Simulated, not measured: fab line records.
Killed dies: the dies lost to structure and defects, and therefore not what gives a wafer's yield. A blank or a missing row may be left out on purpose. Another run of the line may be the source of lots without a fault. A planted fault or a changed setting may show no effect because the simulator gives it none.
fab line records	flow sky130
record: lots: 6	wafers: 18	lastDay: 50
route steps=708 shown VT_ADJUST_HVTR@133 VT_ADJUST_PCH@143 PAD_OPEN@708
lots untouched by any fault: they come from a run of this same line in which no faults occurred
startH: the number of hours between the record's first day and the start of the first shown wafer of the lot	waitH: hours since the lot's step before	" same as the row above	L1.1+2: several wafers, shown together as one row	- no value, or no start given	* or withheld: withheld	< > ~ a bound
route shown NAME@n: NAME is a module with steps in the file, n the number in the route of the first one	usual: the fault-free wafers' mean and standard deviation	same: alike in all rows	chamber/n: place in a boat	sites: readings site by site	_std_site: the values' standard deviation	_edge_site: inner sites' mean taken away from outer sites' mean	radiusMm: how far each site lies from the wafer's centre	mask NAME#n: copy n	behind: tool/chamber where the wafer was last shaped	hold: why the lot went on hold/how many hours it stayed there/how the hold came to an end	device: transistor that didn't switch, given as n, p or np	end of line: the tests these same wafers got at the end of their route	a step without rows: its recipe alone	killed: not the wafer's yield, but the dies lost to structure and defects at the first sort	map: dies across one wafer; x = killed, . = not, _ = none there
set.NAME: the setting as run; set.NAME@STEP: as run at that earlier step	model.NAME: the simulator's own value behind a step, which no gauge read
lots at some steps of the route; a table a step, a row a wafer
services: from which hour (startH, from the record's first day; less than 0 if before it) a tool's chamber was out of use, for how many hours, and why
== steps ==
step: SKY_VT_ADJUST_HVTR_COAT_02
recipe: resist: NOVOLAK	spinRpm: 3000	resistThkNm: 1140
step: SKY_VT_ADJUST_HVTR_SOFTBAKE_03
recipe: tempC: 90	timeS: 60	resist: NOVOLAK
step: SKY_VT_ADJUST_HVTR_EXPOSE_04
recipe: maskId: HVTRM	targetCdNm: 380	na: 0.6	sourceShape: conventional	sigmaOuter: 0.6	doseMj: 150
step: SKY_VT_ADJUST_HVTR_PEB_05
recipe: tempC: withheld	timeS: *	resist: NOVOLAK
step: SKY_VT_ADJUST_HVTR_DEVELOP_06
recipe: developTimeS: 60	devTempC: 23
step: SKY_VT_ADJUST_HVTR_CD_MEAS_07
recipe: targetCdNm: 380
usual: cdNm: 380/3.1
lot.wafer	tool	chamber	startH	waitH	cdNm
L218.1	cdSem-01	-	255.99	0.1	380
L218.2	"	-	"	"	379
L218.5	"	-	"	"	379
L219.3	cdSem-01	-	267.01	0.1	380
L219.4	"	-	"	"	380
L219.6	"	-	"	"	380
L226.1	cdSem-01	-	336.57	0.1	380
L226.3	"	-	"	"	384
L226.5	"	-	"	"	382
L230.2	cdSem-02	-	352.49	0.1	379
L230.4	"	-	"	"	377
L230.5	"	-	"	"	377
L232.1	cdSem-01	-	372.32	0.1	376
L232.2	"	-	"	"	375
L232.6	"	-	"	"	380
L234.3	cdSem-01	-	382.96	0.1	388
L234.4	"	-	"	"	385
L234.5	"	-	"	"	386
step: SKY_VT_ADJUST_HVTR_OVL_MEAS_08
usual: VT_ADJUST_HVTR_OVL: -0.5/1.5
lot.wafer	tool	chamber	startH	waitH	VT_ADJUST_HVTR_OVL[nm]
L218.1	overlay-01	-	256.11	0.1	-0.1
L218.2	"	-	"	"	0.1
L218.5	"	-	"	"	-1.8
L219.3	overlay-02	-	267.10	0.1	-1.2
L219.4	"	-	"	"	-0.1
L219.6	"	-	"	"	-0.3
L226.1	overlay-02	-	336.71	0.1	1.9
L226.3	"	-	"	"	0.6
L226.5	"	-	"	"	0.4
L230.2	overlay-01	-	352.59	0.1	-2.3
L230.4	"	-	"	"	-1.6
L230.5	"	-	"	"	-3.1
L232.1	overlay-01	-	372.44	0.1	0.6
L232.2	"	-	"	"	-0.3
L232.6	"	-	"	"	0.2
L234.3	overlay-02	-	383.05	0.1	-1.4
L234.4	"	-	"	"	-0.4
L234.5	"	-	"	"	-0.6
step: SKY_VT_ADJUST_HVTR_IMPLANT_09
recipe: species: B	energyKev: 10	doseCm2: 2.1e+12	tiltDeg: withheld
step: SKY_VT_ADJUST_HVTR_STRIP_10
recipe: chemistry: O2/N2	powerW: 1400	pressureMtorr: 1500	platenTempC: withheld	o2FlowSccm: 3000	n2FlowSccm: 300	overashFraction: 0.5
usual: drypumpMotorCurrentA: 5.5/0.38	oesProductAu: 0.716/0.0043	stripTimeToEndpointS: 14.17/0.05
lot.wafer	tool	chamber	startH	waitH	drypumpMotorCurrentA	oesProductAu	rfHoursCounterH	stripTimeToEndpointS
L218.1	plasmaAsher-02	0	256.30	0.1	6.0	0.713	45	14.17
L218.2	"	1	"	"	5.4	0.714	45	14.15
L218.5	"	1	"	"	5.4	0.726	-	14.18
L219.3	plasmaAsher-04	1	267.31	0.1	5.1	0.715	-	14.19
L219.4	"	0	"	"	5.7	0.715	-	14.18
L219.6	"	1	"	"	5.1	0.717	-	14.16
L226.1	plasmaAsher-01	0	336.89	0.1	4.9	0.717	67	14.11
L226.3	"	0	"	"	4.9	0.725	-	14.15
L226.5	"	0	"	"	4.9	0.715	-	14.14
L230.2	plasmaAsher-02	0	352.77	0.1	6.0	0.715	54	14.14
L230.4	"	0	"	"	6.0	0.710	-	14.15
L230.5	"	1	"	"	5.4	0.706	-	14.16
L232.1	plasmaAsher-04	1	372.62	0.1	5.0	0.721	23	14.19
L232.2	"	0	"	"	5.7	0.713	23	14.20
L232.6	"	0	"	"	5.6	0.711	-	14.14
L234.3	plasmaAsher-02	0	383.26	0.1	6.0	0.720	-	14.18
L234.4	"	1	"	"	5.4	0.716	-	14.28
L234.5	"	1	"	"	5.4	0.717	-	14.22
step: SKY_VT_ADJUST_HVTR_TW_MEAS_11
usual: VT_ADJUST_HVTR_TW: 214.2/2.1
lot.wafer	tool	chamber	startH	waitH	VT_ADJUST_HVTR_TW
L218.1	filmMetro-02	-	256.40	0.1	210.5
L218.2	"	-	"	"	209.8
L218.5	"	-	"	"	211.6
L219.3	filmMetro-03	-	267.39	0.1	212.5
L219.4	"	-	"	"	212.6
L219.6	"	-	"	"	212.0
L226.1	filmMetro-04	-	336.99	0.1	215.7
L226.3	"	-	"	"	216.6
L226.5	"	-	"	"	215.9
L230.2	filmMetro-02	-	352.88	0.1	212.2
L230.4	"	-	"	"	212.0
L230.5	"	-	"	"	211.7
L232.1	filmMetro-03	-	372.72	0.1	212.8
L232.2	"	-	"	"	212.3
L232.6	"	-	"	"	214.0
L234.3	filmMetro-04	-	383.34	0.1	215.7
L234.4	"	-	"	"	216.1
L234.5	"	-	"	"	216.9
step: SKY_VT_ADJUST_PCH_DEHYDRATE_00
recipe: tempC: 200	timeS: 60
step: SKY_VT_ADJUST_PCH_HMDS_01
recipe: primeTimeS: 60	primeTempC: 120
step: SKY_VT_ADJUST_PCH_COAT_02
recipe: spinRpm: 2000	resistThkNm: 3000
usual: resistLineTempC: 23.00/0.11	spinSpeedRpm: 2000.0/1.4
lot.wafer	tool	chamber	startH	waitH	resistLineTempC	spinSpeedRpm	model.coat_of_VT_ADJUST_PCH_COAT_02.thkNm
L218.1	lithoTrack-02	0	268.59	0.1	23.01	2737.5	2567
L218.2	"	0	"	"	22.95	2737.4	2564
L218.5	"	0	"	"	22.90	2735.2	2571
L219.3	lithoTrack-02	0	279.29	0.1	23.10	2734.3	2576
L219.4	"	0	"	"	23.00	2735.7	2575
L219.6	"	0	"	"	23.11	2736.3	2578
L226.1	lithoTrack-01	0	350.71	0.1	22.98	1999.7	2989
L226.3	"	0	"	"	23.09	1999.9	2995
L226.5	"	0	"	"	22.88	2001.6	2994
L230.2	lithoTrack-03	0	366.19	0.1	22.91	2002.0	3005
L230.4	"	0	"	"	22.97	1999.2	3003
L230.5	"	0	"	"	23.02	1999.7	3008
L232.1	lithoTrack-02	0	385.64	0.1	22.98	2000.0	2987
L232.2	"	0	"	"	23.00	2000.0	2994
L232.6	"	0	"	"	23.21	2003.0	2993
L234.3	lithoTrack-03	0	397.42	0.1	23.18	2003.2	3005
L234.4	"	0	"	"	23.27	2002.2	3001
L234.5	"	0	"	"	23.11	2001.2	2994
step: SKY_VT_ADJUST_PCH_SOFTBAKE_03
recipe: tempC: 109.6	timeS: withheld
step: SKY_VT_ADJUST_PCH_EXPOSE_04
recipe: maskId: NWM	na: 0.6	sourceShape: conventional	sigmaOuter: 0.6	polarization: unpolarized	targetCdNm: 840	doseMj: 255
step: SKY_VT_ADJUST_PCH_PEB_05
recipe: tempC: 115	timeS: withheld
step: SKY_VT_ADJUST_PCH_DEVELOP_06
recipe: wallAngleDeg: 90	developer: TMAH	developTimeS: 60	devTempC: 23
usual: resistLineTempC: 23.00/0.1
lot.wafer	tool	chamber	startH	waitH	resistLineTempC	model.coat_of_VT_ADJUST_PCH_COAT_02.thkNm
L218.1	lithoTrack-02	0	-	-	22.77	2565
L218.2	"	0	"	"	22.75	2562
L218.5	"	0	"	"	23.01	2570
L219.3	lithoTrack-02	0	-	-	22.93	2575
L219.4	"	0	"	"	22.94	2573
L219.6	"	0	"	"	22.95	2576
L226.1	lithoTrack-03	0	-	-	23.05	2988
L226.3	"	0	"	"	23.12	2994
L226.5	"	0	"	"	23.02	2993
L230.2	lithoTrack-02	0	-	-	22.99	3003
L230.4	"	0	"	"	23.02	3002
L230.5	"	0	"	"	23.04	3007
L232.1	lithoTrack-03	0	-	-	22.96	2986
L232.2	"	0	"	"	23.00	2993
L232.6	"	0	"	"	22.99	2992
L234.3	lithoTrack-01	0	-	-	23.03	3004
L234.4	"	0	"	"	23.17	3000
L234.5	"	0	"	"	23.12	2993
step: SKY_VT_ADJUST_PCH_OVL_MEAS_07
usual: VT_ADJUST_PCH_OVL: -0.4/1.4
lot.wafer	tool	chamber	startH	waitH	VT_ADJUST_PCH_OVL[nm]
L218.1	overlay-01	-	280.89	-	-0.4
L218.2	"	-	"	"	-0.3
L218.5	"	-	"	"	-1.6
L219.3	overlay-01	-	292.50	-	-1.3
L219.4	"	-	"	"	0.1
L219.6	"	-	"	"	0.7
L226.1	overlay-01	-	364.62	-	-3.1
L226.3	"	-	"	"	-4.3
L226.5	"	-	"	"	-3.9
L230.2	overlay-01	-	380.65	-	-3.3
L230.4	"	-	"	"	-3.1
L230.5	"	-	"	"	-2.4
L232.1	overlay-02	-	401.82	-	-1.7
L232.2	"	-	"	"	-2.2
L232.6	"	-	"	"	-0.7
L234.3	overlay-02	-	412.82	-	-0.2
L234.4	"	-	"	"	0.4
L234.5	"	-	"	"	-0.4
step: SKY_VT_ADJUST_PCH_IMPLANT_08
recipe: species: B	energyKev: 10	doseCm2: 5e+11	tiltDeg: withheld
step: SKY_VT_ADJUST_PCH_STRIP_09
recipe: chemistry: O2/N2	powerW: 1400	pressureMtorr: 1500	platenTempC: withheld	o2FlowSccm: 3000	n2FlowSccm: 300	overashFraction: 0.5
usual: drypumpMotorCurrentA: 5.5/0.4	oesProductAu: 0.722/0.0053	stripTimeToEndpointS: 36.98/0.097
lot.wafer	tool	chamber	startH	waitH	drypumpMotorCurrentA	oesProductAu	rfHoursCounterH	stripTimeToEndpointS
L218.1	plasmaAsher-04	0	281.08	0.1	5.7	0.726	14	31.95
L218.2	"	1	"	"	5.1	0.714	14	31.91
L218.5	"	0	"	"	5.6	0.719	-	32.02
L219.3	plasmaAsher-03	1	292.71	0.1	5.0	0.726	-	32.07
L219.4	"	0	"	"	6.0	0.725	-	32.06
L219.6	"	1	"	"	5.0	0.723	-	32.10
L226.1	plasmaAsher-03	1	364.80	0.1	4.9	0.717	71	36.81
L226.3	"	1	"	"	5.0	0.722	-	36.89
L226.5	"	0	"	"	6.0	0.722	-	36.88
L230.2	plasmaAsher-03	0	380.83	0.1	6.0	0.720	72	36.98
L230.4	"	0	"	"	6.0	0.725	-	36.99
L230.5	"	0	"	"	6.0	0.718	-	37.05
L232.1	plasmaAsher-02	1	402.00	0.1	5.4	0.726	59	36.80
L232.2	"	0	"	"	6.0	0.714	59	36.87
L232.6	"	0	"	"	6.0	0.722	-	36.89
L234.3	plasmaAsher-04	0	413.03	0.1	5.7	0.723	-	37.00
L234.4	"	1	"	"	5.1	0.726	-	36.95
L234.5	"	0	"	"	5.6	0.722	-	36.88
step: SKY_VT_ADJUST_PCH_TW_MEAS_10
usual: VT_ADJUST_PCH_TW: 142.7/2.4
lot.wafer	tool	chamber	startH	waitH	VT_ADJUST_PCH_TW
L218.1	filmMetro-01	-	281.18	0.1	140.3
L218.2	"	-	"	"	141.5
L218.5	"	-	"	"	139.7
L219.3	filmMetro-01	-	292.80	0.1	140.5
L219.4	"	-	"	"	140.3
L219.6	"	-	"	"	140.4
L226.1	filmMetro-04	-	364.90	0.1	146.1
L226.3	"	-	"	"	145.8
L226.5	"	-	"	"	146.8
L230.2	filmMetro-02	-	380.94	0.1	142.6
L230.4	"	-	"	"	141.8
L230.5	"	-	"	"	141.5
L232.1	filmMetro-04	-	402.10	0.1	145.5
L232.2	"	-	"	"	145.1
L232.6	"	-	"	"	146.0
L234.3	filmMetro-01	-	413.11	0.1	141.7
L234.4	"	-	"	"	140.5
L234.5	"	-	"	"	140.7
step: SKY_PAD_OPEN_PROBE_99
usual: killed_at_M0_to_M3: 45/7.5	killed_at_M4_up: 2.8/1.9	killedAtContacts: 25/5.5	killedAtFrontEnd: 14/4	killedAtOther: 0.3/0.75	killedDies: 87/9.4	killedOpen: 47/6.6	killedShort: 39/6.6
same: grossDies: 492	killedAtBackSide: 0
lot.wafer	tool	chamber	startH	waitH	killed_at_M0_to_M3	killed_at_M4_up	killedAtContacts	killedAtFrontEnd	killedAtOther	killedDies	killedOpen	killedShort
L218.1	prober-01	-	1122.16	0.1	38	2	29	18	0	87	43	43
L218.2	prober-01	-	1122.21	0.1	33	2	10	16	0	61	36	25
L218.5	prober-01	-	1122.36	0.2	49	1	28	13	0	91	46	45
L219.3	prober-02	-	1133.53	0.2	44	6	25	15	0	90	47	43
L219.4	prober-02	-	1133.58	0.2	47	3	23	19	1	93	48	45
L219.6	prober-02	-	1133.68	0.2	43	1	23	15	0	82	48	34
L226.1	prober-02	-	1181.93	0.1	39	4	28	12	0	83	48	35
L226.3	prober-02	-	1182.03	0.2	43	3	28	12	0	86	54	32
L226.5	prober-02	-	1182.13	0.2	50	0	19	15	0	84	50	34
L232.1	prober-01	-	1202.71	0.1	42	2	35	11	0	90	47	43
L232.2	prober-01	-	1202.76	0.1	41	0	25	14	0	80	42	38
L232.6	prober-01	-	1202.96	0.2	38	3	28	9	2	80	40	40
L234.3	prober-02	-	1207.61	0.2	31	1	32	10	0	74	40	34
L234.4	prober-02	-	1207.66	0.2	44	4	27	20	1	96	47	49
L234.5	prober-02	-	1207.71	0.2	46	3	22	20	1	92	49	43
killed by level:class
L218.1 CONTACT:geometricParticle:open=10 METAL1:geometricParticle:short=8 LI_CONTACT:geometricParticle:open=7 CONTACT:geometricParticle:short=6 VIA1:geometricParticle:open=6 FIELD_ISO:geometricParticle:short=4 FIELD_ISO:geometricParticle:open=4 POLY_GATE:geometricParticle:open=4
L218.2 VIA1:geometricParticle:open=9 FIELD_ISO:geometricParticle:short=6 FIELD_ISO:geometricParticle:open=5 LI_CONTACT:geometricParticle:open=5 VIA2:geometricParticle:short=5 VIA2:geometricParticle:open=5 CONTACT:geometricParticle:open=3 METAL3:geometricParticle:short=3
L218.5 VIA1:geometricParticle:open=11 CONTACT:geometricParticle:open=10 METAL2:geometricParticle:short=7 VIA2:geometricParticle:open=7 METAL1:geometricParticle:short=7 CONTACT:geometricParticle:short=6 VIA3:geometricParticle:open=5 LI_CONTACT:geometricParticle:short=4
L219.3 VIA1:geometricParticle:open=13 CONTACT:geometricParticle:open=10 VIA3:geometricParticle:open=9 CONTACT:geometricParticle:short=6 LOCAL_INTERCONNECT:geometricParticle:short=5 METAL2:geometricParticle:short=5 METAL1:geometricParticle:short=4 VIA1:geometricParticle:short=4
L219.4 VIA1:geometricParticle:open=10 LI_CONTACT:geometricParticle:open=9 METAL1:geometricParticle:short=9 POLY_GATE:geometricParticle:short=7 CONTACT:geometricParticle:open=6 VIA3:geometricParticle:open=6 METAL2:geometricParticle:short=6 VIA2:geometricParticle:open=5
L219.6 VIA1:geometricParticle:open=10 CONTACT:geometricParticle:open=8 LI_CONTACT:geometricParticle:open=7 VIA2:geometricParticle:open=7 METAL2:geometricParticle:short=7 VIA1:geometricParticle:short=6 POLY_GATE:geometricParticle:open=5 FIELD_ISO:geometricParticle:open=4
L226.1 CONTACT:geometricParticle:open=15 VIA1:geometricParticle:open=13 FIELD_ISO:geometricParticle:open=5 VIA3:geometricParticle:open=5 LOCAL_INTERCONNECT:geometricParticle:short=5 METAL1:geometricParticle:short=5 LI_CONTACT:geometricParticle:open=4 METAL4:geometricParticle:short=4
L226.3 LI_CONTACT:geometricParticle:open=9 CONTACT:geometricParticle:open=9 VIA3:geometricParticle:open=9 VIA1:geometricParticle:open=8 VIA2:geometricParticle:open=8 LOCAL_INTERCONNECT:geometricParticle:short=6 FIELD_ISO:geometricParticle:open=5 VIA1:geometricParticle:short=5
L226.5 VIA1:geometricParticle:open=12 CONTACT:geometricParticle:open=9 LI_CONTACT:geometricParticle:open=7 VIA1:geometricParticle:short=7 METAL1:geometricParticle:short=6 VIA2:geometricParticle:open=6 VIA3:geometricParticle:open=6 FIELD_ISO:geometricParticle:open=5
L232.1 CONTACT:geometricParticle:open=12 METAL2:geometricParticle:short=8 VIA1:geometricParticle:open=8 LI_CONTACT:geometricParticle:open=7 POLY_GATE:geometricParticle:open=6 LI_CONTACT:geometricParticle:short=6 LOCAL_INTERCONNECT:geometricParticle:short=6 VIA2:geometricParticle:open=6
L232.2 CONTACT:geometricParticle:open=12 VIA3:geometricParticle:open=6 METAL1:geometricParticle:short=6 METAL2:geometricParticle:short=6 POLY_GATE:geometricParticle:open=5 POLY_GATE:geometricParticle:short=5 LI_CONTACT:geometricParticle:short=5 VIA1:geometricParticle:open=5
L232.6 METAL2:geometricParticle:short=10 CONTACT:geometricParticle:open=8 CONTACT:geometricParticle:short=7 LI_CONTACT:geometricParticle:short=6 LI_CONTACT:geometricParticle:open=6 VIA2:geometricParticle:open=6 VIA3:geometricParticle:open=4 VIA1:geometricParticle:open=4
L234.3 CONTACT:geometricParticle:open=11 LI_CONTACT:geometricParticle:open=10 LOCAL_INTERCONNECT:geometricParticle:short=6 VIA1:geometricParticle:open=6 VIA1:geometricParticle:short=5 METAL1:geometricParticle:short=4 VIA2:geometricParticle:open=4 VIA3:geometricParticle:open=4
L234.4 CONTACT:geometricParticle:open=10 VIA1:geometricParticle:open=9 VIA3:geometricParticle:open=9 CONTACT:geometricParticle:short=7 FIELD_ISO:geometricParticle:short=6 POLY_GATE:geometricParticle:open=6 METAL1:geometricParticle:short=6 VIA1:geometricParticle:short=5
L234.5 VIA1:geometricParticle:open=18 LOCAL_INTERCONNECT:geometricParticle:short=7 METAL1:geometricParticle:short=6 POLY_GATE:geometricParticle:open=5 CONTACT:geometricParticle:open=5 FIELD_ISO:geometricParticle:short=4 FIELD_ISO:geometricParticle:open=4 LI_CONTACT:geometricParticle:short=4
== services ==
tool	chamber	startH	hours	kind
plasmaAsher-04	-	287.84	2.8	pm
plasmaAsher-04	-	382.61	17.0	repair
plasmaAsher-02	-	400.19	0.5	repair
== key ==
firstSign: step: SKY_VT_ADJUST_PCH_COAT_02	reading: spinSpeedRpm	direction: up	sigmas: 99+	usual: 2000.0	struck: 2736.1
effect: step: SKY_VT_ADJUST_PCH_STRIP_09	reading: stripTimeToEndpointS	direction: down	sigmas: 51	usual: *	struck: *
modelEffect: step: SKY_VT_ADJUST_PCH_COAT_02	value: coat_of_VT_ADJUST_PCH_COAT_02.thkNm	without: 3008	struck: 2572
modelEffect: step: SKY_VT_ADJUST_PCH_DEVELOP_06	value: coat_of_VT_ADJUST_PCH_COAT_02.thkNm	without: 3007	struck: 2570
metAt SKY_VT_ADJUST_PCH_COAT_02
struckWafers L218.1,L218.2,L218.5,L219.3,L219.4,L219.6
testerLeftOut L218,L219
fault: kind: processParameterDrift	tool: lithoTrack-02	chamber: -	onsetH: 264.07	steps: SKY_VT_ADJUST_PCH_COAT_02	channel: spinRpm	offset: 735.67	shape: step	endH: 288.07	actsIn: theseRecipesOnly	stated: 2000
testerLeftOut: of these lots the tester's yield and bins aren't shown, on N5 and GAA mostly nor the transistor test; their killed dies are dies lost to structure and defects alone, not to doping, threshold or leakage, so they don't give the yield
